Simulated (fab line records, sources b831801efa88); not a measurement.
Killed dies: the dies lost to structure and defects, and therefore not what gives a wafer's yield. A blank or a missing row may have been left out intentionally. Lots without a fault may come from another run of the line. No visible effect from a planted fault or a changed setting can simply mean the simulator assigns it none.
Matching of chambers / flow gf180mcu / rie_diel-02 running GF_V5_ETCH_16: 4 sister chambers
The step etches BARC in N2/H2. 4 wafers are shown with their chamber, then 7 later ones without.

WAFERS, EACH WITH ITS CHAMBER
wafer=L081.2; chamber=3; rf_fwd_power_W (W)=496.3
wafer=L086.5; chamber=1; rf_fwd_power_W (W)=499.3
wafer=L092.2; chamber=0; rf_fwd_power_W (W)=494.6
wafer=L092.5; chamber=2; rf_fwd_power_W (W)=496.1

WAFERS WHOSE CHAMBER IS MISSING
wafer=L092.6; rf_fwd_power_W (W)=495.8
wafer=L095.1; rf_fwd_power_W (W)=493.2
wafer=L095.5; rf_fwd_power_W (W)=493.4
wafer=L095.6; rf_fwd_power_W (W)=495.0
wafer=L096.2; rf_fwd_power_W (W)=495.3
wafer=L096.3; rf_fwd_power_W (W)=490.9
wafer=L096.5; rf_fwd_power_W (W)=490.5

EACH ONE'S CHAMBER
wafer=L092.6; from the rows above=can't be placed: 2 or 3 or 0 or 1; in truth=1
wafer=L095.1; from the rows above=can't be placed: 0 or 2 or 3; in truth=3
wafer=L095.5; from the rows above=can't be placed: 0 or 2 or 3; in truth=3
wafer=L095.6; from the rows above=can't be placed: 0 or 2 or 3 or 1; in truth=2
wafer=L096.2; from the rows above=can't be placed: 0 or 2 or 3 or 1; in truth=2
wafer=L096.3; from the rows above=can't be placed: 0 or 2 or 3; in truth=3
wafer=L096.5; from the rows above=can't be placed: 0 or 2 or 3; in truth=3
Correct placement for 0 of the 7. Cannot be placed on the basis of these rows: 7; the candidates contain the true chamber in 7. Number placed wrongly: 0.
How it was worked out, from the rows above alone: a wafer's distance from a chamber is the root of the sum, over the readings, of the square of ((its reading less the chamber's mean) divided by the reading's scatter). If the next closest chamber is less than 2 further off than the closest, the wafer can't be placed; otherwise it belongs to the closest. The mean given for a chamber averages the wafers shown for that chamber. The scatter (one wafer shown for each chamber): square how far every hidden wafer sits from the nearest shown wafer, average those squares and take the square root.
